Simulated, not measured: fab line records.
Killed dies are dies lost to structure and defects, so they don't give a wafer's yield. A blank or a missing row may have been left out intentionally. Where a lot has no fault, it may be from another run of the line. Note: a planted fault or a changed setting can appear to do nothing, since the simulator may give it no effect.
Problem report in the 8D (eight disciplines) form, filled by code :: flow sky130 :: the parts of the form that need people (team, actions taken, sign-off) are left out

1. WHAT WENT WRONG
Wafers free of any fault read 14.11 ohm/sq (standard deviation 0.13) for LOCAL_INTERCONNECT_TIN_RS at SKY_LOCAL_INTERCONNECT_RS_MEAS_01, against a mean of 12.28 ohm/sq on 6 wafers of 2 lots. That is -14 standard deviations from the usual mean.
The step: measures by four-point-probe.
First seen on wafer L350.1, day 34 16:55, on film metro-02. Wafers with a number at this step in the record: 30, from 10 lots. The rule behind "out" and "out of limits": a value lying over 4 standard deviations away from the usual mean. The rest of the wafers with a number are treated as sound.

2. WHAT IT IS, WHAT IT ISN'T
question: which readings at this step
is: LOCAL_INTERCONNECT_TIN_RS
is not: -

question: which lots
is: L350, L353
is not: L336, L340, L341, L342, L347, L351, L355, L357

question: which wafers of those lots
is: all that have a number
is not: -

question: read on which gauges
is: film metro-01, film metro-02
is not: film metro-03

question: when
is: from day 34 16:55
is not: up to then (15 sound wafers); but 9 sound wafers of L351, L355, L357 came after

3. THE SUSPECTS, EACH WITH WHAT RULES IT OUT
Counting: a tool stays on the suspect list if, at a process step up to the reading, it processed all lots that are out and no sound lot following the first of them.
- the gauge at SKY_LOCAL_INTERCONNECT_RS_MEAS_01: ruled out. The wafers that are out were read on 2 gauges (film metro-01, film metro-02).
- pvd sputter-02 at SKY_LOCAL_INTERCONNECT_SPUTTER_00 (material TiN, target thk 100 nm, time 83.3 s): kept. It ran every lot that is out, first L350 (day 34 16:51), and no sound lot after that; its last sound lot up to then is L347 (day 33 22:23). Out on those wafers are its own readings of cathode dc power W.
Left after counting: pvd sputter-02 at SKY_LOCAL_INTERCONNECT_SPUTTER_00.

4. THE CAUSE (what the simulator had put in)
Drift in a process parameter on pvd sputter-02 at SKY_LOCAL_INTERCONNECT_SPUTTER_00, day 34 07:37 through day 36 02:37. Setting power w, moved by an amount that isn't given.
This tool alone remained once counting was done.

5. THE CHAIN OF EFFECTS, in route order
Each row: a reading where the mean over the struck wafers with a number is more than 3 standard deviations away from the usual. Only readings for which the record gives a usual standard deviation are gone through. hours: the time from each lot's start at the first step in this table that gives one to its start at this step, as a median over the lots. sigmas: the change in usual standard deviations.
hours: 0
step: SKY_LOCAL_INTERCONNECT_SPUTTER_00
reading: cathode dc power W
usual: 6499.8 W
on struck wafers: 7458.1
change: +958.3
sigmas: +99 or more

hours: 0
step: SKY_LOCAL_INTERCONNECT_RS_MEAS_01
reading: LOCAL_INTERCONNECT_TIN_RS
usual: 14.11 ohm/sq
on struck wafers: 12.28
change: -1.83
sigmas: -14

hours: 0
step: SKY_LOCAL_INTERCONNECT_THK_MEAS_02
reading: LOCAL_INTERCONNECT_TIN_THK
usual: 98.1 nm
on struck wafers: 111.9
change: +13.8
sigmas: +16

hours: 27
step: SKY_LOCAL_INTERCONNECT_METAL_ETCH_14
reading: oes product au
usual: 0.941 a.u.
on struck wafers: 0.995
change: +0.054
sigmas: +8.5

hours: 27
step: SKY_LOCAL_INTERCONNECT_METAL_ETCH_14
reading: throttle valve pct
usual: 21.902 %
on struck wafers: 21.867
change: -0.035
sigmas: -3.7
Process steps it contains:
- SKY_LOCAL_INTERCONNECT_SPUTTER_00: material TiN, target thk 100 nm, time 83.3 s.
- SKY_LOCAL_INTERCONNECT_METAL_ETCH_14: etches TiN in Cl2/BCl3, stops on PSG, target depth 110 nm, time 31.4 s.

6. HOW IT WOULD HAVE BEEN CAUGHT EARLIER
In this record the first reading out of limits at a measuring or inspecting step was taken at day 34 16:55, 9 hours after the fault began at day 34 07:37.
Tool's own readings at SKY_LOCAL_INTERCONNECT_SPUTTER_00, cathode dc power W: out on all struck wafers the step has rows for; an alarm limit on them would have tripped on the first.
L353, from the lots that are out (2), started SKY_LOCAL_INTERCONNECT_SPUTTER_00 on pvd sputter-02 later than day 34 16:55. Putting the tool on hold at that point would have spared it.
